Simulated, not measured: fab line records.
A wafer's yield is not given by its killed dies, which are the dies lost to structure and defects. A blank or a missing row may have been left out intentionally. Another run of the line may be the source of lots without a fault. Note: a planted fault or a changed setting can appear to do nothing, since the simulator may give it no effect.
Matching of chambers ; flow sfq-line ; cmp-02 running SFQ_TRILAYER_I6_CMP_CMP_166: 4 sister chambers
The step polishes SiO2. 18 wafers are shown with their chamber, then 9 later ones without.

## EACH WAFER AND ITS CHAMBER
wafer;chamber;motor-current-A (A);platen-rpm (rpm);time-to-endpoint-s (s)
L686.1;3;11.7;60.00;215
L686.2;2;9.2;59.95;216
L686.6;0;10.1;60.00;230
L697.2;1;9.8;60.06;222
L697.4;3;11.1;59.97;221
L697.6;1;9.9;60.02;228
L699.2;0;9.4;60.02;211
L699.4;3;11.7;59.97;211
L699.1;2;9.5;59.98;207
L700.1;1;9.3;60.01;217
L700.5;2;9.6;60.04;219
L700.6;3;11.3;59.97;216
L703.4;1;9.8;60.00;202
L703.1;3;12.0;59.96;212
L703.5;1;9.6;59.99;211
L704.2;1;10.3;59.96;209
L704.4;2;9.5;60.01;200
L704.6;2;9.0;59.96;204

SIGNATURES (means of the wafers above)
reading;chamber 0;chamber 1;chamber 2;chamber 3;scatter within a chamber
motor-current-A;9.750;9.783;9.360;11.560;0.334
platen-rpm;60.0100;60.0067;59.9880;59.9740;0.0294
time-to-endpoint-s;220.50;214.83;209.20;215.00;8.21
Rule: a wafer lies at a distance from a chamber equal to the root of the sum of squares, over the readings, of (its reading less the chamber's mean, divided by the reading's scatter). The wafer belongs to the nearest chamber; if the next one is less than 2 further off, it can't be placed. The scatter: the root of (the sum of the squares of (reading less its chamber's mean) over the shown wafers, divided by (wafers less chambers)).

## WAFERS MISSING THEIR CHAMBER
wafer;motor-current-A (A);platen-rpm (rpm);time-to-endpoint-s (s)
L705.1;8.9;59.97;213
L705.2;11.7;59.99;217
L705.5;9.6;59.99;217
L706.1;9.8;59.94;202
L706.2;9.5;59.99;201
L706.5;9.3;60.05;206
L709.2;9.1;59.98;206
L709.4;10.1;60.00;201
L709.5;10.1;59.99;209

## WHICH CHAMBER EACH ONE RAN IN
wafer;from the rows above;in truth
L705.1;can't be placed: 2 or 1 or 0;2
L705.2;3;3
L705.5;can't be placed: 1 or 0 or 2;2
L706.1;can't be placed: 2 or 1 or 0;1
L706.2;can't be placed: 2 or 1 or 0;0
L706.5;can't be placed: 2 or 1 or 0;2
L709.2;can't be placed: 2 or 1 or 0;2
L709.4;can't be placed: 1 or 2 or 0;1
L709.5;can't be placed: 1 or 0 or 2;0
1 of 9 placed correctly. Can't be placed from these rows: 8 (the true chamber is among the candidates in 8). Placed wrongly: 0.
